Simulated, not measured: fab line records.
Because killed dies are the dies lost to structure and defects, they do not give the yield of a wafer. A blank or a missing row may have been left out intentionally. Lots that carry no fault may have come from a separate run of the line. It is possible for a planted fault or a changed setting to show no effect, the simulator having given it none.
fab line records -- flow sky130
record lots=7, wafers=18, lastDay=51
route steps=708 shown VIA2@509
lots that met no fault: from a run of the same line without faults
startH: the number of hours between the record's first day and the start of the first shown wafer of the lot -- waitH: how many hours have passed since the lot's step before this one -- " unchanged from the row above -- L1.1+2: several wafers, shown together as one row -- - no value present, or no start provided -- * or withheld: withheld -- < > ~ a bound
route shown NAME@n: names a module that has steps shown in the file, with the first one's number in the route -- usual: average and standard deviation across the fault-free wafers -- same: alike in all rows -- chamber/n: place in a boat -- sites: readings site by site -- _std_site: standard deviation of those values -- _edge_site: inner sites' mean taken away from outer sites' mean -- radiusMm: for every site, how far away it sits from the centre of the wafer -- mask NAME#n: copy n -- behind: tool/chamber where the wafer was last shaped -- hold: cause of the lot's hold/its duration in hours/its outcome -- device: names the non-switching transistor (n, p or np) -- end of line: the tests these same wafers got at the end of their route -- a step with no rows: only its recipe -- killed: count of dies lost to structure and defects at first sort (not the wafer's yield) -- map: dies across one wafer; x = killed, . = not, _ = none there
set.NAME: the setting the step ran with; set.NAME@STEP: the setting that earlier step ran with -- model.NAME: the simulator's own value behind a step, which no gauge read
certain route steps with their lots: each step a table, each wafer a row
services: from which hour (startH, from the record's first day; less than 0 if before it) a tool's chamber was out of use, for how many hours, and why
## steps
# step SKY_VIA2_CMP_02
# recipe material=SiO2, downForcePsi=4, platenRpm=60, padVelocityMS=0.94248
# usual headPressurePsi=3.999/0.0076, motorCurrentA=12.4/1.3
lot.wafer,tool,chamber,startH,waitH,headPressurePsi,motorCurrentA
L572.1,cmp-02,1,868.16,0.1,3.992,14.3
L572.2,cmp-02,0,868.16,0.1,3.986,11.7
L572.6,cmp-02,1,868.16,0.1,3.989,14.7
L573.2,cmp-02,0,877.44,0.2,4.006,12.0
L573.3,cmp-02,3,877.44,0.2,4.002,14.3
L573.5,cmp-02,0,877.44,0.2,4.014,11.6
L580.5,cmp-01,3,936.19,0.2,4.000,11.2
L580.6,cmp-01,0,936.19,0.2,3.990,11.6
L581.2,cmp-02,2,947.02,0.1,3.996,11.2
L581.5,cmp-02,1,947.02,0.1,4.012,14.6
L582.3,cmp-01,3,951.91,0.2,3.992,10.3
L582.6,cmp-01,0,951.91,0.2,4.008,11.5
L591.2,cmp-01,2,1005.09,0.0,4.003,11.3
L591.1,cmp-01,3,1005.09,0.0,3.998,10.9
L591.3,cmp-01,0,1005.09,0.0,4.005,11.0
L592.4,cmp-01,3,1007.16,0.1,4.000,10.8
L592.3,cmp-01,1,1007.16,0.1,4.008,11.6
L592.6,cmp-01,2,1007.16,0.1,3.991,11.9
# step SKY_VIA2_BOW_MEAS_03
# recipe mode=bow
# usual VIA2_BOW=86/7.6
lot.wafer,tool,chamber,startH,waitH,VIA2_BOW[um]
L572.1,filmMetro-01,-,868.46,0.2,84
L572.2,filmMetro-01,-,868.46,0.2,94
L572.6,filmMetro-01,-,868.46,0.2,86
L573.2,filmMetro-02,-,877.76,0.3,94
L573.3,filmMetro-02,-,877.76,0.3,87
L573.5,filmMetro-02,-,877.76,0.3,85
L580.5,filmMetro-01,-,936.37,0.1,73
L580.6,filmMetro-01,-,936.37,0.1,90
L581.2,filmMetro-04,-,947.29,0.2,94
L581.5,filmMetro-04,-,947.29,0.2,93
L582.3,filmMetro-02,-,952.10,0.1,81
L582.6,filmMetro-02,-,952.10,0.1,87
L591.1,filmMetro-02,-,1005.39,0.2,76
L591.2,filmMetro-02,-,1005.39,0.2,83
L591.3,filmMetro-02,-,1005.39,0.2,86
L592.3,filmMetro-04,-,1007.45,0.1,85
L592.4,filmMetro-04,-,1007.45,0.1,111
L592.6,filmMetro-04,-,1007.45,0.1,77
# step SKY_VIA2_DEHYDRATE_04
# recipe tempC=200, timeS=60
# step SKY_VIA2_HMDS_05
# recipe primeTimeS=60, primeTempC=120
# step SKY_VIA2_COAT_06
# recipe resist=BARC, tempC=withheld, timeS=withheld, spinRpm=3000, resistThkNm=60
# step SKY_VIA2_COAT_07
# recipe resist=KrF-thick, spinRpm=3000, resistThkNm=450
# step SKY_VIA2_SOFTBAKE_08
# recipe tempC=100, timeS=90, resist=KrF-thick
# step SKY_VIA2_EXPOSE_09
# recipe maskId=VIM2, na=0.8, sourceShape=annular, sigmaInner=0.55, sigmaOuter=0.85, targetCdNm=200, doseMj=38
# step SKY_VIA2_PEB_10
# recipe pebTempC=withheld, pebTimeS=withheld, resist=KrF-thick
# step SKY_VIA2_DEVELOP_11
# recipe developTimeS=60, resist=KrF-thick, devTempC=21
# step SKY_VIA2_CD_MEAS_12
# recipe targetCdNm=200
# usual cdNm=200.7/1.3
lot.wafer,tool,chamber,startH,waitH,cdNm
L572.1,cdSem-02,-,894.41,-,202.2
L572.2,cdSem-02,-,894.41,-,202.5
L572.6,cdSem-02,-,894.41,-,201.1
L573.2,cdSem-01,-,903.98,-,198.9
L573.3,cdSem-01,-,903.98,-,197.6
L573.5,cdSem-01,-,903.98,-,199.1
L580.5,cdSem-01,-,961.48,-,199.0
L580.6,cdSem-01,-,961.48,-,198.9
L581.2,cdSem-01,-,972.02,-,200.9
L581.5,cdSem-01,-,972.02,-,201.4
L582.3,cdSem-01,-,976.99,-,199.9
L582.6,cdSem-01,-,976.99,-,200.7
L591.1,cdSem-01,-,1028.11,-,200.5
L591.2,cdSem-01,-,1028.11,-,201.9
L591.3,cdSem-01,-,1028.11,-,199.2
L592.3,cdSem-01,-,1031.04,-,201.0
L592.4,cdSem-01,-,1031.04,-,201.2
L592.6,cdSem-01,-,1031.04,-,200.5
# step SKY_VIA2_OVL_MEAS_13
# usual VIA2_OVL=0/4.9
lot.wafer,tool,chamber,startH,waitH,VIA2_OVL[nm]
L572.1,overlay-01,-,894.53,0.1,-3
L572.2,overlay-01,-,894.53,0.1,8
L572.6,overlay-01,-,894.53,0.1,1
L573.2,overlay-02,-,904.09,0.1,-6
L573.3,overlay-02,-,904.09,0.1,3
L573.5,overlay-02,-,904.09,0.1,-2
L580.5,overlay-01,-,961.55,0.0,-8
L580.6,overlay-01,-,961.55,0.0,0
L581.2,overlay-02,-,972.13,0.1,-1
L581.5,overlay-02,-,972.13,0.1,-1
L582.3,overlay-02,-,977.08,0.1,4
L582.6,overlay-02,-,977.08,0.1,8
L591.1,overlay-02,-,1028.23,0.1,3
L591.2,overlay-02,-,1028.23,0.1,-9
L591.3,overlay-02,-,1028.23,0.1,-4
L592.3,overlay-02,-,1031.13,0.1,-7
L592.4,overlay-02,-,1031.13,0.1,-7
L592.6,overlay-02,-,1031.13,0.1,-8
# step SKY_VIA2_ETCH_14
# recipe chemistry=N2/H2, target=BARC, ionEnergyEv=200, sourceW=500, biasW=100, pressureMtorr=30, n2FlowSccm=100, h2FlowSccm=200, stopOn=SiO2, timeS=45.9, targetDepthA=600
# usual chamberPressureMTorr=29.998/0.03, drypumpMotorCurrentA=5.8/0.46, h2FlowSccm=199.9/0.61, oesProductAu=0.855/0.0052, runLengthS=74.1/0.4, throttleValvePct=13.224/0.0095
lot.wafer,tool,chamber,startH,waitH,chamberPressureMTorr,drypumpMotorCurrentA,h2FlowSccm,oesProductAu,rfHoursCounterH,runLengthS,throttleValvePct,model.KrF-thick_of_VIA2_COAT_07.thkNm
L572.1,rieDiel-03,1,894.57,0.0,29.990,5.5,198.9,0.862,12,73.7,13.219,393.6
L572.2,rieDiel-03,3,894.57,0.0,30.014,5.1,200.4,0.866,14,74.1,13.218,395.2
L572.6,rieDiel-03,1,894.57,0.0,29.971,5.5,199.8,0.861,-,73.9,13.223,394.8
L573.2,rieDiel-01,0,904.12,0.0,29.994,5.9,200.0,0.859,12,73.6,13.225,391.3
L573.3,rieDiel-01,3,904.12,0.0,29.979,6.3,200.2,0.859,12,73.6,13.219,390.4
L573.5,rieDiel-01,0,904.12,0.0,29.987,5.9,199.6,0.859,-,73.3,13.233,391.5
L580.5,rieDiel-03,3,961.58,0.0,30.002,5.1,200.2,0.972,-,68.1,13.246,398.5
L580.6,rieDiel-03,0,961.58,0.0,29.986,6.0,199.6,0.979,-,68.6,13.231,396.7
L581.2,rieDiel-03,3,972.16,0.0,29.996,5.2,199.9,0.854,16,74.3,13.232,393.4
L581.5,rieDiel-03,3,972.16,0.0,30.019,5.2,199.2,0.975,-,68.2,13.229,398.6
L582.3,rieDiel-03,1,977.10,0.0,29.967,5.5,200.5,0.856,14,73.9,13.229,389.5
L582.6,rieDiel-03,0,977.10,0.0,30.015,6.0,200.9,0.972,-,68.5,13.217,395.7
L591.1,rieDiel-04,0,1028.27,0.0,29.982,6.7,199.2,0.857,20,73.8,13.232,391.3
L591.2,rieDiel-04,2,1028.27,0.0,29.997,6.5,199.6,0.857,18,73.3,13.222,393.6
L591.3,rieDiel-04,3,1028.27,0.0,30.001,5.0,199.4,0.863,5,74.2,13.231,394.3
L592.3,rieDiel-04,2,1031.16,0.0,29.988,6.5,199.8,0.856,18,73.2,13.225,392.1
L592.4,rieDiel-04,0,1031.16,0.0,29.960,6.7,199.7,0.846,20,73.7,13.232,391.6
L592.6,rieDiel-04,1,1031.16,0.0,30.018,6.5,199.6,0.851,-,74.2,13.243,392.7
# step SKY_VIA2_ETCH_15
# recipe target=SiO2, chemistry=C4F8/O2/Ar, targetDepthNm=546, stopOn=TiN, maskMaterial=KrF-thick, sourceW=1500, biasW=1200, pressureMtorr=40, c4f8FlowSccm=withheld, O2_flow_sccm=6, Ar_flow_sccm=300, timeS=84
# usual chamberPressureMTorr=40.00/0.035, oesProductAu=0.940/0.0044, runLengthS=112.2/0.38
lot.wafer,tool,chamber,startH,waitH,chamberPressureMTorr,oesProductAu,rfHoursCounterH,runLengthS,model.KrF-thick_of_VIA2_COAT_07.thkNm
L572.1,rieDiel-03,1,894.61,0.0,40.07,0.938,12,112.6,284
L572.2,rieDiel-03,3,894.61,0.0,40.00,0.932,14,112.6,288.3
L572.6,rieDiel-03,1,894.61,0.0,39.92,0.944,-,111.9,284.7
L573.2,rieDiel-01,0,904.16,0.0,39.99,0.942,12,111.7,280.6
L573.3,rieDiel-01,3,904.16,0.0,40.01,0.942,12,112.4,281.3
L573.5,rieDiel-01,0,904.16,0.0,39.97,0.939,-,112.2,280.7
L580.5,rieDiel-03,3,961.63,0.0,39.94,0.938,-,112.6,291.7
L580.6,rieDiel-03,0,961.63,0.0,39.96,0.943,-,112.5,286.9
L581.2,rieDiel-03,3,972.20,0.0,39.95,0.936,16,112.3,285.5
L581.5,rieDiel-03,3,972.20,0.0,39.97,0.942,-,112.2,291.4
L582.3,rieDiel-03,1,977.14,0.0,40.05,0.947,14,111.8,279.3
L582.6,rieDiel-03,0,977.14,0.0,39.98,0.935,-,112.3,285.5
L591.1,rieDiel-04,0,1028.31,0.0,39.99,0.941,20,111.8,277.9
L591.2,rieDiel-04,2,1028.31,0.0,39.96,0.940,18,111.5,285.4
L591.3,rieDiel-04,3,1028.31,0.0,39.95,0.942,5,112.1,285.4
L592.3,rieDiel-04,2,1031.20,0.0,40.01,0.934,18,111.6,282.7
L592.4,rieDiel-04,0,1031.20,0.0,39.97,0.942,20,112.3,278.2
L592.6,rieDiel-04,1,1031.20,0.0,40.00,0.936,-,112.0,284.6
# step SKY_VIA2_STRIP_16
# recipe chemistry=O2/N2, powerW=1400, pressureMtorr=1500, platenTempC=withheld, o2FlowSccm=3000, n2FlowSccm=300, overashFraction=0.5
# usual chamberPressureMTorr=1500.0/1.3, drypumpMotorCurrentA=6.0/0.37, oesProductAu=0.399/0.0046, stripTimeToEndpointS=4.05/0.03
lot.wafer,tool,chamber,startH,waitH,chamberPressureMTorr,drypumpMotorCurrentA,oesProductAu,rfHoursCounterH,stripTimeToEndpointS
L572.1,plasmaAsher-04,0,894.67,0.0,1498.6,5.9,0.396,105,4.05
L572.2,plasmaAsher-04,1,894.67,0.0,1501.3,6.5,0.402,105,4.09
L572.6,plasmaAsher-04,0,894.67,0.0,1499.4,5.8,0.393,-,4.07
L573.2,plasmaAsher-01,0,904.22,0.0,1500.1,5.4,0.399,51,4.04
L573.3,plasmaAsher-01,1,904.22,0.0,1498.4,6.2,0.401,-,4.03
L573.5,plasmaAsher-01,1,904.22,0.0,1499.5,6.2,0.401,-,4.03
L580.5,plasmaAsher-03,0,961.73,0.1,1497.7,5.6,0.398,-,4.12
L580.6,plasmaAsher-03,1,961.73,0.1,1500.8,6.2,0.395,-,4.07
L581.2,plasmaAsher-04,0,972.27,0.0,1498.7,5.9,0.399,114,4.07
L581.5,plasmaAsher-04,1,972.27,0.0,1502.0,6.5,0.402,-,4.13
L582.3,plasmaAsher-03,0,977.24,0.1,1498.5,5.6,0.394,-,4.00
L582.6,plasmaAsher-03,0,977.24,0.1,1502.2,5.6,0.393,-,4.07
L591.1,plasmaAsher-03,1,1028.38,0.0,1499.6,6.2,0.394,90,3.98
L591.2,plasmaAsher-03,0,1028.38,0.0,1500.8,5.6,0.403,90,4.06
L591.3,plasmaAsher-03,1,1028.38,0.0,1498.4,6.3,0.399,-,4.06
L592.3,plasmaAsher-04,0,1031.30,0.1,1499.1,5.9,0.401,-,4.03
L592.4,plasmaAsher-04,1,1031.30,0.1,1498.1,6.5,0.398,-,4.00
L592.6,plasmaAsher-04,1,1031.30,0.1,1500.2,6.5,0.397,-,4.06
## services
tool,chamber,startH,hours,kind
rieDiel-01,2,847.22,11.1,repair
rieDiel-03,2,862.19,1.9,repair
rieDiel-04,-,867.07,2.8,pm
cmp-01,-,867.94,12.5,repair
cmp-02,-,876.07,0.5,repair
plasmaAsher-01,-,884.84,2.0,repair
rieDiel-04,1,890.49,6.2,repair
rieDiel-01,-,890.82,0.4,repair
rieDiel-04,2,891.64,1.2,repair
cmp-02,-,907.53,3.5,repair
cmp-01,-,915.85,4.0,pm
cmp-01,-,919.85,-,consumableReplace:conditioner
cmp-01,-,919.85,-,consumableReplace:pad
rieDiel-03,2,925.45,-,clean
rieDiel-03,2,925.45,23.6,scheduledDown
rieDiel-03,2,925.45,23.6,ventCycle
rieDiel-01,1,926.73,12.8,repair
cmp-01,-,941.23,4.9,pm
plasmaAsher-01,-,949.62,14.6,pm
cmp-02,-,950.58,5.5,pm
cmp-01,-,963.10,5.9,pm
plasmaAsher-03,-,967.43,0.3,repair
cmp-01,-,975.45,0.4,repair
rieDiel-04,-,995.91,28.1,pm
## key
firstSign step=SKY_VIA2_ETCH_14, reading=oesProductAu, direction=up, sigmas=23, usual=0.855, struck=0.974
effect step=SKY_VIA2_ETCH_14, reading=runLengthS, direction=down, sigmas=14, usual=*, struck=*
modelEffect step=SKY_VIA2_ETCH_14, value=KrF-thick_of_VIA2_COAT_07.thkNm, without=391.7, struck=397.4
modelEffect step=SKY_VIA2_ETCH_15, value=KrF-thick_of_VIA2_COAT_07.thkNm, without=283.2, struck=288.9
metAt SKY_VIA2_ETCH_14
struckWafers L580.5,L580.6,L581.5,L582.6
sortLeftOut L580.5,L580.6,L581.5,L582.6
onsetBetween 894.57 961.58
fault kind=processParameterDrift, tool=rieDiel-03, chamber=-, onsetH=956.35, steps=SKY_VIA2_ETCH_14, channel=timeS, offset=*, shape=step, endH=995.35, scope=struckWafersOnly, actsIn=*, stated=*
# sortLeftOut: the simulated sort isn't trusted on such a fault, so these wafers' sort isn't shown, and their yield isn't known
